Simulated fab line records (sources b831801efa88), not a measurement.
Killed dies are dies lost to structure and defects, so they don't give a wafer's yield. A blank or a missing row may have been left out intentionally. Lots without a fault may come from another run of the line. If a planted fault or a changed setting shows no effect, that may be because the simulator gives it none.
A single fault, viewed from 2 desks -- flow gf180mcu -- what lay behind the numbers comes last; until then each desk has only its own

## AT THE METROLOGY DESK
What the gauges read for every lot (on any tool): the sampled wafers with a number, averaged. The brackets show how far a lot's mean lies from the usual mean; more than 4 standard deviations puts the lot out of limits, marked OUT.
Columns: A = cd-nm at GF_NSD_CD_MEAS_07, usual 400.5 nm; B = SAB_CVD_00_THK at GF_SAB_THK_MEAS_01, usual 50.3 nm
lot,first seen here,A,B
L398,day 13 09:47,397.4,50.6
L401,day 14 09:40,401.7,51.2
L402,day 14 14:59,401.6,50.8
L403,day 15 00:05,398.0,50.6
L405,day 15 13:27,401.7,49.7
L406,day 16 02:16,399.5,50.7
L407,day 16 09:41,399.7,71.1 (+25) OUT
L409,day 17 02:14,401.4,71.0 (+25) OUT
L410,day 17 16:40,400.1,50.6
L417,day 20 00:47,403.0,51.4
L418,day 20 07:32,403.6,50.9
L419,day 20 18:20,398.2,50.2
L420,day 20 19:46,401.7,49.7
This desk reports L407, L409 out of limits; the earliest was L407 at day 17 08:53 (SAB_CVD_00_THK at GF_SAB_THK_MEAS_01). In limits: L398, L401, L402, L403, L405, L406, L410, L417, L418, L419, L420.

## AT THE TOOL OWNER'S DESK: pecvd-01
The tool's own readings at GF_SAB_CVD_00 (deposits SiO2 from TEOS, target thk 50 nm, time 4.9302 s): means of the sampled wafers that have a number, for each lot that ran on this tool. The brackets show how far a lot's mean lies from the usual mean; more than 4 standard deviations puts the lot out of limits, marked OUT.
Columns: A = heater-power-w at GF_SAB_CVD_00, usual 667 W
lot,first seen here,A
L405,day 16 12:37,679
L406,day 17 01:47,570
L407,day 17 08:52,689
L409,day 18 02:05,639
L419,day 21 19:02,684
This desk's verdict: no lot among the 5 shows anything out of limits.

## TAKEN TOGETHER
Metrology desk: alarm possible at day 17 08:53 on L407, L409.
The tool owner's desk saw nothing out of limits.
Tool owner's desk: L407, L409 on record, inside its limits.
On pecvd-01, each named lot ran GF_SAB_CVD_00.

## WHAT WAS PUT IN BY THE SIMULATOR
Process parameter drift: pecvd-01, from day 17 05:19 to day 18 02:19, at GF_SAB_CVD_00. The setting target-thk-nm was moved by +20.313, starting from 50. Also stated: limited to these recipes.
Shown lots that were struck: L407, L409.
Time in hours between the start of the fault and the first out-of-limits reading at each desk: metrology desk, 4.
